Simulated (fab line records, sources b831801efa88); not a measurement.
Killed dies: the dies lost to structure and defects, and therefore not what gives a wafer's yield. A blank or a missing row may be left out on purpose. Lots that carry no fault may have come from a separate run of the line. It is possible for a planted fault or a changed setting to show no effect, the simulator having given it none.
8D (eight disciplines) problem report, filled in by code	flow gf180mcu	the parts of the form that need people (team, actions taken, sign-off) are left out

## 1. WHAT WENT WRONG
Mean of tubeCenterTempC at GF_DUAL_GATE_OXIDATION_15: 867.22 C across 6 wafers in 2 lots; on wafers with no fault it is 849.99 C (standard deviation 0.076). That is +99 or more standard deviations from the usual mean.
The step: stabilise 600 s, purge 300 s, target thk 7.098 nm.
Earliest sighting: wafer L229.2 on furnace-01 at day 10 22:14. At this step, 18 wafers from 6 lots have a number in the record. Rule for "out", or "out of limits": more than 4 standard deviations from the usual mean. Any other wafer with a number is counted as sound.

## 2. WHAT IT IS; WHAT IT IS NOT
question	is	is not
which readings at this step	tubeCenterTempC, spikeTcBottomC, spikeTcCentreC, spikeTcLowerC, spikeTcTopC, spikeTcUpperC, tube_center_temp_C_max	-
which lots	L229, L231	L220, L233, L235, L242
which wafers of those lots	all that have a number	-
read on which tools	furnace-01	furnace-02
when	from day 10 22:14	up to then (3 sound wafers); but 9 sound wafers of L233, L235, L242 came after

## 3. SUSPECTS, AND WHAT RULES EACH OUT
Counting: any tool at a process step up to the reading is kept as a suspect provided that every lot that is out went through it and no sound lot did after the first of them.
- plasmaAsher-02 at GF_DUAL_GATE_STRIP_13 (strips in O2/N2): ruled out as a lasting fault. Sound lots L233, L242 ran on it after its first lot that is out, L229 (day 10 17:44).
- furnace-01 at GF_DUAL_GATE_OXIDATION_15 (stabilise 600 s, purge 300 s, target thk 7.098 nm): ruled out as a lasting fault. Sound lots L242 ran on it after its first lot that is out, L229 (day 10 22:14).
Left after counting: nothing in the record.

## 4. THE CAUSE (what the simulator had put in)
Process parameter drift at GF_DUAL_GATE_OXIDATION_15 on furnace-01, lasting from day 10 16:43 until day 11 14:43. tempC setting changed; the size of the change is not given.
Counting ruled it out, wrongly.

## 5. THE EFFECT CHAIN, in route order
Each row: a reading where the mean over the struck wafers with a number is more than 3 standard deviations away from the usual. Only readings whose record carries a usual standard deviation are examined. hours: median over the lots of the time between each lot's start at the first step of this table that gives one and its start at this step. sigmas: the change, counted in usual standard deviations.
hours	step	reading	usual	on struck wafers	change	sigmas
0	GF_DUAL_GATE_OXIDATION_15	spikeTcBottomC	868.2 C	885.6	+17.4	+16
0	GF_DUAL_GATE_OXIDATION_15	spikeTcCentreC	850.6 C	869.3	+18.7	+13
0	GF_DUAL_GATE_OXIDATION_15	spikeTcLowerC	851.1 C	868.6	+17.5	+13
0	GF_DUAL_GATE_OXIDATION_15	spikeTcTopC	863.9 C	882.4	+18.5	+10
0	GF_DUAL_GATE_OXIDATION_15	spikeTcUpperC	850.1 C	867.5	+17.4	+17
0	GF_DUAL_GATE_OXIDATION_15	tubeCenterTempC	849.99 C	867.22	+17.23	+99 or more
0	GF_DUAL_GATE_OXIDATION_15	tube_center_temp_C_max	852.2	869.3	+17.1	+49
The process steps in it:
- GF_DUAL_GATE_OXIDATION_15: stabilise 600 s, purge 300 s, target thk 7.098 nm.

## 6. WHAT WOULD HAVE CAUGHT IT SOONER
In this record no reading fell out of limits until day 10 22:14, 6 hours after the fault had begun at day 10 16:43.
